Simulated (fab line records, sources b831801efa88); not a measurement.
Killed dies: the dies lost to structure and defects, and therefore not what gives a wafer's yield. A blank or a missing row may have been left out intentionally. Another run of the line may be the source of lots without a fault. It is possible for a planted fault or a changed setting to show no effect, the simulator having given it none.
Comparing a struck lot with a sound one || flow sfq_line || 42 out of 325 route steps
Sound: the wafers L958.1, L958.3, L958.4. Struck: wafer L971.1 (left out: L971.2, a lot-mate that was not struck); the cause follows at the end.
Each step with rows lists, per side, the tool, then ch with its chambers, then its first start. Under that, the readings that differ: sound wafers || struck wafers || difference of the means || sigmas: that difference in standard deviations of wafers without a fault.
alike: readings with means less than 2 such deviations apart, plus words and numbers identical on both sides. not compared: withheld readings, readings lacking a value on some wafer, bounds such as >300 that could conceal the same value, and numbers that have no deviation in the record and whose values overlap.
A row with sigmas, a row that says differs or no value, or rows on one side alone: a step with any of these is where the two part. Numbers that don't overlap but have no deviation are shown without sigmas and don't part them. Lack of a reading on every wafer of one side parts them only where that side has two or more wafers.

first, 6 steps without rows for these wafers: SFQ_TRILAYER_M1_LITHO_COAT_044 (resist thk 62 nm); SFQ_TRILAYER_M1_LITHO_COAT_039 (resist thk 600 nm); SFQ_TRILAYER_M1_LITHO_SOFTBAKE_043; SFQ_TRILAYER_M1_LITHO_EXPOSE_040 (exposes mask M1, target cd 500 nm); SFQ_TRILAYER_M1_LITHO_PEB_042 (peb time 60 s); SFQ_TRILAYER_M1_LITHO_DEVELOP_041 (time 60 s).
SFQ_M1_OVL_MEAS_911:
  sound: overlay-01 at day 13 09:14; struck: overlay-02 at day 17 04:23
  alike: M1_OVL
SFQ_TRILAYER_M1_BARC_OPEN_METAL_ETCH_054: etches BARC in O2, target depth 125 nm, time 41.7 s.
  sound on rie_metal-02 ch 0,1, day 13 09:16; struck on rie_metal-04 ch 1, day 17 04:25
{"reading": "oes_product_au (a.u.)", "sound": "0.682 0.680 0.679", "struck": 0.690, "difference": "+0.010", "sigmas": "+2"}
  alike: drypump_motor_current_A
  not compared: rf_hours_counter_h
SFQ_TRILAYER_M1_ETCH_METAL_ETCH_042: etches Nb in Cl2/Ar, stops on SiO2, target depth 240 nm, time 120 s.
  sound on rie_metal-02 ch 0,1, day 13 09:20; struck on rie_metal-04 ch 1, day 17 04:30
  alike: drypump_motor_current_A, oes_product_au
  not compared: rf_hours_counter_h
then, 3 steps without rows for these wafers: SFQ_TRILAYER_M1_STRIP_STRIP_043 (strips in O2); SFQ_TRILAYER_M1_STRIP_SOLV_CLEAN_044 (cleans in NMP, time 600 s); SFQ_TRILAYER_I1_DEP_PECVD_045 (deposits SiO2 from SiH4/N2O, time 111.11 s, target thk 500 nm).
SFQ_TRILAYER_I1_CMP_CMP_046: polishes SiO2.
  sound on cmp-02 ch 0,1,2, day 13 12:05; struck on cmp-02 ch 3, day 17 06:13
{"reading": "time_to_endpoint_s (s)", "sound": "210 199 212", "struck": 237, "difference": "+30", "sigmas": "+4"}
{"reading": "model.SiO2_of_TRILAYER_I1_DEP_PECVD_045.thk_nm (nm)", "sound": "200.6 200.2 201.3", "struck": 149, "difference": -52, "sigmas": ""}
  alike: motor_current_A
SFQ_I1_BOW_MEAS_912:
  sound: film_metro-01 at day 13 15:05; struck: film_metro-04 at day 17 10:02
  not compared: I1_BOW
SFQ_TRILAYER_I1_METRO_MEASURE_047:
  sound: film_metro-01 at day 13 15:13; struck: film_metro-04 at day 17 14:35
{"reading": "thk_nm (nm)", "sound": "200.6 200.2 201.3", "struck": 148.9, "difference": -51.8, "sigmas": -43}
then, 6 steps without rows for these wafers: SFQ_TRILAYER_I1_VIA_LITHO_COAT_054 (resist thk 62 nm); SFQ_TRILAYER_I1_VIA_LITHO_COAT_049 (resist thk 650 nm); SFQ_TRILAYER_I1_VIA_LITHO_SOFTBAKE_053; SFQ_TRILAYER_I1_VIA_LITHO_EXPOSE_050 (exposes mask I1, target cd 500 nm); SFQ_TRILAYER_I1_VIA_LITHO_PEB_052 (peb time 60 s); SFQ_TRILAYER_I1_VIA_LITHO_DEVELOP_051 (time 60 s).
-- the record jumps here: 5 days lie between the struck wafers' starts before and after --
SFQ_I1_OVL_MEAS_913:
  sound: overlay-02 at day 17 19:56; struck: overlay-01 at day 22 11:33
  alike: I1_OVL
then, 1 step without rows for these wafers: SFQ_TRILAYER_I1_VIA_BARC_OPEN_VIA_ETCH_071 (etches BARC in O2, target depth 125 nm, time 41.7 s).
SFQ_TRILAYER_I1_VIA_ETCH_VIA_ETCH_052: etches SiO2 in CHF3, stops on Nb, target depth 260 nm.
  sound on rie_diel-01 ch 1,3, day 17 20:01; struck on rie_diel-01 ch 1, day 22 11:37
{"reading": "oes_product_au (a.u.)", "sound": "0.855 0.856 0.860", "struck": 0.728, "difference": -0.129, "sigmas": -24}
{"reading": "model.I1.feature_depth_nm (nm)", "sound": "200.6 200.2 201.3", "struck": 149, "difference": -52, "sigmas": ""}
{"reading": "model.etch.depth_nm (nm)", "sound": "200.6 200.2 201.3", "struck": 149, "difference": -52, "sigmas": ""}
  alike: drypump_motor_current_A
SFQ_TRILAYER_I1_VIA_STRIP_STRIP_053: strips in O2.
  sound on rie_metal-03 ch 0,1, day 17 20:08; struck on rie_metal-03 ch 0, day 22 11:44
  alike: drypump_motor_current_A, oes_product_au
  not compared: rf_hours_counter_h
then, 1 step without rows for these wafers: SFQ_TRILAYER_I1_VIA_STRIP_SOLV_CLEAN_054 (cleans in NMP, time 600 s).
SFQ_TRILAYER_M2_DEP_PRE_CLEAN_056: time 22.5 s.
  sound: pvd_sputter-05 at day 17 20:54; struck: pvd_sputter-04 at day 22 12:32
{"reading": "model.SiO2_of_TRILAYER_I1_DEP_PECVD_045.thk_nm (nm)", "sound": "193.1 192.7 193.8", "struck": 141.5, "difference": -51.7, "sigmas": ""}
then, 1 step without rows for these wafers: SFQ_TRILAYER_M2_DEP_SPUTTER_055 (material Nb, target thk 200 nm, time 133.3 s).
SFQ_M2_RS_MEAS_914: the measuring method here is four-point-probe.
  sound: film_metro-01 at day 17 21:01; struck: film_metro-03 at day 22 12:39
  alike: M2_NB_RS
then, 6 steps without rows for these wafers: SFQ_TRILAYER_M2_LITHO_COAT_062 (resist thk 62 nm); SFQ_TRILAYER_M2_LITHO_COAT_057 (resist thk 600 nm); SFQ_TRILAYER_M2_LITHO_SOFTBAKE_061; SFQ_TRILAYER_M2_LITHO_EXPOSE_058 (exposes mask M2, target cd 500 nm); SFQ_TRILAYER_M2_LITHO_PEB_060 (peb time 60 s); SFQ_TRILAYER_M2_LITHO_DEVELOP_059 (time 60 s).
-- the record jumps here: 6 days lie between the struck wafers' starts before and after --
SFQ_M2_OVL_MEAS_916:
  sound: overlay-01 at day 23 08:24; struck: overlay-02 at day 28 17:50
  alike: M2_OVL
then, 1 step without rows for these wafers: SFQ_TRILAYER_M2_BARC_OPEN_METAL_ETCH_077 (etches BARC in O2, target depth 125 nm, time 41.7 s).
SFQ_TRILAYER_M2_ETCH_METAL_ETCH_060: etches Nb in Cl2/Ar, stops on SiO2, target depth 240 nm, time 120 s.
  sound on rie_metal-04 ch 0,1, day 23 08:30; struck on rie_metal-02 ch 1, day 28 17:56
{"reading": "oes_product_au (a.u.)", "sound": "0.882 0.892 0.894", "struck": 0.911, "difference": "+0.022", "sigmas": "+3"}
  alike: drypump_motor_current_A
  not compared: rf_hours_counter_h
SFQ_TRILAYER_M2_STRIP_STRIP_061: strips in O2.
  sound on rie_metal-04 ch 0,1, day 23 08:37; struck on rie_metal-02 ch 1, day 28 18:04
  alike: drypump_motor_current_A, oes_product_au
  not compared: rf_hours_counter_h
then, 2 steps without rows for these wafers: SFQ_TRILAYER_M2_STRIP_SOLV_CLEAN_062 (cleans in NMP, time 600 s); SFQ_TRILAYER_I2_DEP_PECVD_063 (deposits SiO2 from SiH4/N2O, time 111.11 s, target thk 500 nm).
-- the record jumps here: 58 days lie between the struck wafers' starts before and after --
SFQ_M8_BOW_MEAS_951:
  sound: film_metro-02 at day 80 12:16; struck: film_metro-02 at day 86 17:47
{"reading": "model.etest.i1.link_ohm", "sound": "1.989 1.973 1.963", "struck": 1.906, "difference": -0.069, "sigmas": ""}
  alike: M8_BOW

== WHERE THEY PART ==
At SFQ_TRILAYER_M1_BARC_OPEN_METAL_ETCH_054 first; at SFQ_TRILAYER_M2_ETCH_METAL_ETCH_060 last (within this record only). Later steps at which nothing parts them and some readings are alike: SFQ_TRILAYER_M2_STRIP_STRIP_061, SFQ_M8_BOW_MEAS_951.

WHY: what the simulator had put in
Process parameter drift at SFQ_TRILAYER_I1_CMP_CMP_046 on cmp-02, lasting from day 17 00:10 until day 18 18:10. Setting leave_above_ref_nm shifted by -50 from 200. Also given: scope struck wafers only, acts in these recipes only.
